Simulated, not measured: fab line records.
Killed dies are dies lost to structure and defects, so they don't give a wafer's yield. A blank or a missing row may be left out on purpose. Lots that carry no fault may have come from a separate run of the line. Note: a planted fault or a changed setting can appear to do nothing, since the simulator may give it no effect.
A single fault, viewed from 2 desks    flow sky130    what lay behind the numbers comes last; until then each desk has only its own

DESK OF THE TOOL OWNER: krf_scanner-02
The tool's own readings at SKY_POLY_GATE_EXPOSE_10 (exposes mask P1M, target cd 150 nm): means of the sampled wafers that have a number, for each lot that ran on this tool. Marked OUT: a lot whose mean sits more than 4 standard deviations from the usual mean, which makes it out of limits; the brackets give that distance.
Columns: A = exposure_dose_mJ_cm2 at SKY_POLY_GATE_EXPOSE_10, usual 28.001
lot   first seen here  A
L468  day 18 23:43     28.012
L470  day 19 10:05     28.025
L471  day 19 19:37     32.183 (+99 or more) OUT
L474  day 20 21:39     31.332 (+99 or more) OUT
L478  day 22 05:44     30.656 (+99 or more) OUT
This desk's verdict: out of limits on L471, L474, L478, starting with L471 at day 19 19:37 (exposure_dose_mJ_cm2 at SKY_POLY_GATE_EXPOSE_10). L468, L470 stayed within limits.

FROM THE METROLOGY DESK
Means of the sampled wafers that have a number, per lot and without regard to the tool the lot ran on: this is what the gauges read. Marked OUT: a lot whose mean sits more than 4 standard deviations from the usual mean, which makes it out of limits; the brackets give that distance.
Columns: A = NWELL_RS at SKY_NWELL_RS_MEAS_29, usual 624.4 ohm/sq; B = VT_ADJUST_LVTN_OVL at SKY_VT_ADJUST_LVTN_OVL_MEAS_07, usual 1.3 nm; C = VT_ADJUST_LVTN_01_OVL at SKY_VT_ADJUST_LVTN_OVL_MEAS_18, usual 0.7 nm; D = cd_nm at SKY_POLY_GATE_CD_MEAS_13, usual 149.5 nm
lot   first seen here  A      B     C     D
L460  day 5 07:57      626.6  2.1   2.2   148.0
L464  day 6 10:23      623.1  0.7   -1.3  151.4
L465  day 6 13:53      623.3  -1.0  1.6   147.9
L466  day 6 18:02      623.6  2.4   -0.1  151.4
L467  day 7 00:52      620.7  1.4   1.8   150.4
L468  day 7 13:15      626.1  1.0   -0.7  148.8
L470  day 7 19:04      622.9  2.5   0.1   149.9
L471  day 8 01:35      625.6  0.2   0.2   126.0 (-14) OUT
L474  day 8 17:44      624.0  1.0   3.0   130.1 (-11) OUT
L475  day 9 03:15      624.0  0.2   0.7   146.2
L478  day 9 17:20      623.7  0.6   1.0   133.7 (-9.3) OUT
L480  day 10 10:32     625.7  0.9   0.7   148.5
L481  day 10 16:25     625.0  0.2   -1.1  151.2
This desk's verdict: out of limits on L471, L474, L478, starting with L471 at day 20 10:40 (cd_nm at SKY_POLY_GATE_CD_MEAS_13). L460, L464, L465, L466, L467, L468, L470, L475, L480, L481 stayed within limits.

ALL TOGETHER
At day 19 19:37, on L471, L474, L478, the tool owner's desk was in a position to raise an alarm.
Metrology desk: alarm possible at day 20 10:40 on L471, L474, L478.
SKY_POLY_GATE_EXPOSE_10 was run on krf_scanner-02 by each of the lots named.

WHAT HAD BEEN PUT IN BY THE SIMULATOR
Process parameters drifting: krf_scanner-02 at SKY_POLY_GATE_EXPOSE_10, beginning at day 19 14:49. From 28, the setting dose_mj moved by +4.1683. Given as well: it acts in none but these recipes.
Shown lots that were struck: L471, L474, L478.
Time in hours from fault onset to the first out-of-limits reading at each desk: tool owner's desk 5, metrology desk 20.
